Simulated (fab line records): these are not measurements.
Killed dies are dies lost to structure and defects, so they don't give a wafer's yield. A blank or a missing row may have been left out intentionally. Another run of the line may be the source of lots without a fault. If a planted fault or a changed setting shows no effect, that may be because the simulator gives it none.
2 desks, one fault -- flow sky130 -- what lay behind the numbers comes last; until then each desk has only its own

== THE METROLOGY DESK ==
What the gauges read for every lot (on any tool): the sampled wafers with a number, averaged. If a lot's mean is further than 4 standard deviations from the usual mean, the lot is out of limits and carries the mark OUT (the distance appears in the brackets).
Columns: A = FIELD_ISO_CVD_03_THK at SKY_FIELD_ISO_THK_MEAS_04, usual 165.7 nm; B = FIELD_ISO_OXIDATION_01_THK at SKY_FIELD_ISO_THK_MEAS_23, usual 9.96 nm; C = NWELL_TW at SKY_NWELL_TW_MEAS_15, usual 1821; D = NWELL_RS at SKY_NWELL_RS_MEAS_29, usual 624.6 ohm/sq
lot,first seen here,A,B,C,D
L874,day 1 16:04,166.0,9.81,1833,624.1
L875,day 1 21:05,164.8,9.88,1803,623.3
L877,day 2 05:32,162.2,10.08,1804,623.9
L880,day 2 20:31,167.7,10.09,1809,624.5
L881,day 3 00:54,166.2,10.06,1810,625.0
L882,day 3 08:19,166.2,9.69,1822,635.9 (+8.1) OUT
L883,day 3 11:27,168.1,10.03,1822,635.9 (+8.1) OUT
L886,day 4 01:49,166.7,9.69,1825,633.1 (+6.0) OUT
L888,day 4 12:53,164.3,10.26,1826,624.9
L893,day 5 12:29,165.1,9.63,1839,624.9
L894,day 5 17:48,166.3,9.84,1822,622.9
L896,day 6 04:26,165.2,10.03,1838,624.4
L897,day 6 08:40,165.0,9.96,1832,624.8
This desk's result: L882, L883, L886 out of limits, first on L882 (NWELL_RS at SKY_NWELL_RS_MEAS_29), day 7 13:49. In limits: L874, L875, L877, L880, L881, L888, L893, L894, L896, L897.

== TOOL OWNER'S DESK, implanter-02 ==
For each lot that ran on this tool, the mean over its sampled wafers that have a number, from the tool's own readings at SKY_NWELL_IMPLANT_12. If a lot's mean is further than 4 standard deviations from the usual mean, the lot is out of limits and carries the mark OUT (the distance appears in the brackets).
Columns: A = doseIonsCm2 at SKY_NWELL_IMPLANT_12, usual 1.3001e+12; B = endStationPressureTorr at SKY_NWELL_IMPLANT_12, usual 4.97e-06 Torr; C = faradayCurrentUA at SKY_NWELL_IMPLANT_12, usual 7.32
lot,first seen here,A,B,C
L874,day 4 14:11,1.3016e+12,5.18e-06,7.44
L880,day 6 00:23,1.3002e+12,4.85e-06,7.44
L881,day 6 05:30,1.3015e+12,4.97e-06,7.21
L882,day 6 17:21,9.4820e+11 (-99 or more) OUT,4.96e-06,5.35 (-13) OUT
L883,day 6 19:53,9.5210e+11 (-99 or more) OUT,4.89e-06,5.37 (-13) OUT
L886,day 7 13:12,9.5007e+11 (-99 or more) OUT,4.94e-06,5.36 (-13) OUT
Finding of this desk: L882, L883, L886 out of limits; the first was L882 at day 6 17:21, on doseIonsCm2 at SKY_NWELL_IMPLANT_12. In limits: L874, L880, L881.

== PUT TOGETHER ==
At day 6 17:21, on L882, L883, L886, the tool owner's desk was in a position to raise an alarm.
The metrology desk could have raised an alarm at day 7 13:49, on L882, L883, L886.
SKY_NWELL_IMPLANT_12 was run on implanter-02 by each of the lots named.

== WHAT THE SIMULATOR HAD PUT IN ==
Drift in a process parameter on implanter-02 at SKY_NWELL_IMPLANT_12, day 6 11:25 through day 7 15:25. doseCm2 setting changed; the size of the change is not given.
Lots struck among those shown: L882, L883, L886.
Fault start to first reading out of limits, in hours, per desk: tool owner, 6; metrology, 26.
